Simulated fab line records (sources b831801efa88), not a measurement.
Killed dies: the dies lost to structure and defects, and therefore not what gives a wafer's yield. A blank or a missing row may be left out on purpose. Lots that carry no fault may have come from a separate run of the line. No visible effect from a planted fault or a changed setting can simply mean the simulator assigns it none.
Which of the tools did it? -- flow sky130 -- 12 lots, 36 wafers sampled, at 3 steps of a route of 708

== WHAT THE GAUGES SHOWED, per wafer ==
SKY_FIELD_ISO_THK_MEAS_25.
lot,measured,on,FIELD_ISO_CVD_24_THK (nm)
L413,day 2 11:20,film metro-03,594 583 587
L414,day 2 11:20,film metro-04,579 592 598
L415,day 2 23:11,film metro-02,602 590 591
L416,day 2 23:56,film metro-03,595 591 591
L418,day 3 10:39,film metro-04,583 586 595
L420,day 3 17:29,film metro-02,594 591 589
L422,day 4 08:32,film metro-03,598 586 584
L425,day 4 22:34,film metro-03,595 597 605
L428,day 5 14:06,film metro-04,595 595 590
L434,day 6 22:00,film metro-03,601 599 583
L435,day 7 09:26,film metro-03,588 601 591
L436,day 7 09:26,film metro-04,591 608 597

SKY_NWELL_RS_MEAS_31: uses a four-point probe to measure.
lot,measured,on,PWDE_RS (ohm/sq)
L413,day 5 11:14,film metro-04,5260 5265 5256
L414,day 5 10:55,film metro-01,5272 5281 5297
L415,day 6 02:29,film metro-04,5252 5265 5275
L416,day 6 03:14,film metro-01,5325 5293 5309
L418,day 6 16:23,film metro-04,5253 5231 5259
L420,day 6 23:28,film metro-04,5271 5276 5287
L422,day 7 13:17,film metro-01,5288 5292 5290
L425,day 8 08:52,film metro-04,5264 5261 5257
L428,day 9 00:26,film metro-01,5286 5296 5278
L434,day 11 01:28,film metro-04,5272 5287 5297
L435,day 11 13:40,film metro-04,5273 5267 5274
L436,day 11 13:12,film metro-02,5277 5267 5264

== WHAT TOOL EACH LOT RAN ON (gives the tool, then ch and the chambers of the sampled wafers, and finally the start) ==
lot,SKY_FIELD_ISO_ETCH_17
L413,"rie si-02 ch 2,3, day 2 08:47"
L414,"rie si-01 ch 0,1,3, day 2 09:08"
L415,"rie si-02 ch 1,2, day 2 21:32"
L416,"rie si-01 ch 1,2, day 2 22:11"
L418,"rie si-02 ch 1,2,3, day 3 06:34"
L420,"rie si-02 ch 0,1,2, day 3 15:50"
L422,"rie si-01 ch 1,2,3, day 4 06:53"
L425,"rie si-01 ch 0,1,2, day 4 19:57"
L428,"rie si-02 ch 0,1,3, day 5 12:26"
L434,"rie si-02 ch 1,2,3, day 6 17:43"
L435,"rie si-02 ch 1,2, day 7 02:23"
L436,"rie si-01 ch 0,1,3, day 7 04:46"
- SKY_FIELD_ISO_ETCH_17: etches Si in HBr/Cl2/O2, target depth 342 nm, time 97.7 s.

== WHAT THE TOOLS THEMSELVES READ (means of the sampled wafers that have a number; where no wafer has one, the mark that the record gives instead) ==
SKY_FIELD_ISO_ETCH_17.
lot,tool,drypump motor current A (A),oes product au (a.u.),throttle valve pct (%)
L413,rie si-02,5.6,0.984,25.669
L414,rie si-01,5.9,1.005,25.655
L415,rie si-02,5.3,0.984,25.669
L416,rie si-01,5.7,0.994,25.663
L418,rie si-02,5.8,0.989,25.666
L420,rie si-02,5.6,0.990,25.658
L422,rie si-01,6.0,1.007,25.653
L425,rie si-01,5.6,1.008,25.657
L428,rie si-02,6.0,0.991,25.665
L434,rie si-02,5.8,0.995,25.659
L435,rie si-02,5.4,0.985,25.656
L436,rie si-01,5.9,1.001,25.650

== THE ANSWER, worked out from the rows above alone ==
Rule: the usual values come from the lots themselves. Put in order of their means at a reading, lots are off if they are a third of the lots or fewer, leave a main group of 4 or more, and stand apart from it by a gap of 3 or more times the standard deviation of the main group's means; of several such gaps the widest counts. Not used: any main group whose means are identical at the precision the tables above print for the reading. Also off: a lot with no number at a reading for which 4 or more lots have one. All remaining lots with rows at the step are treated as sound. Order of review: gauges by route order, followed by the tools' own readings, for which a lot's mean as printed above is used. The first step at which some lot is off is used, and at that step the reading that is off furthest; a lot without a number counts as furthest.
No lot is off on any of the readings shown, so nothing can be concluded from this.

== WHAT THE SIMULATOR PUT IN ==
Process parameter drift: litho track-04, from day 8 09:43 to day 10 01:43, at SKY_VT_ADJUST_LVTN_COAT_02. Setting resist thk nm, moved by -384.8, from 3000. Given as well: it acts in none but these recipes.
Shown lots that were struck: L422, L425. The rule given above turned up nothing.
